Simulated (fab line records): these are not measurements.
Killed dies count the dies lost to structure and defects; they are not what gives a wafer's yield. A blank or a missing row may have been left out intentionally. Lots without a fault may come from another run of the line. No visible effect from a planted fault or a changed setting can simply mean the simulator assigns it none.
Chamber matching :: flow gf180mcu :: GF_SAB_CVD_00 on pecvd-03: 3 sister chambers
The step deposits SiO2 from TEOS, target thk 50 nm, time 4.9302 s. 14 wafers are shown with their chamber, then 7 later ones without.

WAFERS PAIRED WITH THEIR CHAMBERS
wafer: L568.1
chamber: 2
heaterPowerW (W): 540
heaterPowerOuterW (W): 300

wafer: L568.3
chamber: 1
heaterPowerW (W): 428
heaterPowerOuterW (W): 185

wafer: L568.4
chamber: 1
heaterPowerW (W): 420
heaterPowerOuterW (W): 187

wafer: L569.2
chamber: 2
heaterPowerW (W): 602
heaterPowerOuterW (W): 365

wafer: L569.5
chamber: 2
heaterPowerW (W): 617
heaterPowerOuterW (W): 369

wafer: L569.6
chamber: 1
heaterPowerW (W): 453
heaterPowerOuterW (W): 208

wafer: L573.2
chamber: 0
heaterPowerW (W): 807
heaterPowerOuterW (W): 485

wafer: L573.5
chamber: 2
heaterPowerW (W): 574
heaterPowerOuterW (W): 357

wafer: L573.6
chamber: 1
heaterPowerW (W): 438
heaterPowerOuterW (W): 193

wafer: L575.1
chamber: 1
heaterPowerW (W): 515
heaterPowerOuterW (W): 248

wafer: L575.2
chamber: 0
heaterPowerW (W): 814
heaterPowerOuterW (W): 458

wafer: L575.5
chamber: 1
heaterPowerW (W): 521
heaterPowerOuterW (W): 261

wafer: L576.1
chamber: 2
heaterPowerW (W): 590
heaterPowerOuterW (W): 342

wafer: L576.5
chamber: 0
heaterPowerW (W): 824
heaterPowerOuterW (W): 480

SIGNATURES (means of the wafers above)
reading: heaterPowerW
chamber 0: 815.00
chamber 1: 462.50
chamber 2: 584.60
scatter within a chamber: 35

reading: heaterPowerOuterW
chamber 0: 474.33
chamber 1: 213.67
chamber 2: 346.60
scatter within a chamber: 28.5
Rule: for each reading, subtract the chamber's mean from the wafer's reading, divide by that reading's scatter and square the result; add these up over the readings and take the root, which gives the wafer's distance from the chamber. The wafer belongs to the nearest chamber; if the next one is less than 2 further off, it can't be placed. The scatter: take each reading less its chamber's mean, square it, sum over the shown wafers, divide by the number of wafers less the number of chambers, and take the root.

WAFERS WHOSE CHAMBER IS MISSING
wafer: L576.6
heaterPowerW (W): 584
heaterPowerOuterW (W): 349

wafer: L577.1
heaterPowerW (W): 785
heaterPowerOuterW (W): 447

wafer: L577.4
heaterPowerW (W): 502
heaterPowerOuterW (W): 288

wafer: L577.5
heaterPowerW (W): 497
heaterPowerOuterW (W): 293

wafer: L587.2
heaterPowerW (W): 591
heaterPowerOuterW (W): 371

wafer: L587.3
heaterPowerW (W): 508
heaterPowerOuterW (W): 254

wafer: L587.5
heaterPowerW (W): 511
heaterPowerOuterW (W): 250

EACH ONE'S CHAMBER
wafer: L576.6
from the rows above: 2
in truth: 2

wafer: L577.1
from the rows above: 0
in truth: 0

wafer: L577.4
from the rows above: can't be placed: 1 or 2
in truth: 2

wafer: L577.5
from the rows above: can't be placed: 1 or 2
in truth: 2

wafer: L587.2
from the rows above: 2
in truth: 2

wafer: L587.3
from the rows above: can't be placed: 1 or 2
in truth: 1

wafer: L587.5
from the rows above: 1
in truth: 1
Placed correctly: 4 of 7. Cannot be placed on the basis of these rows: 3; the candidates contain the true chamber in 3. Number placed wrongly: 0.
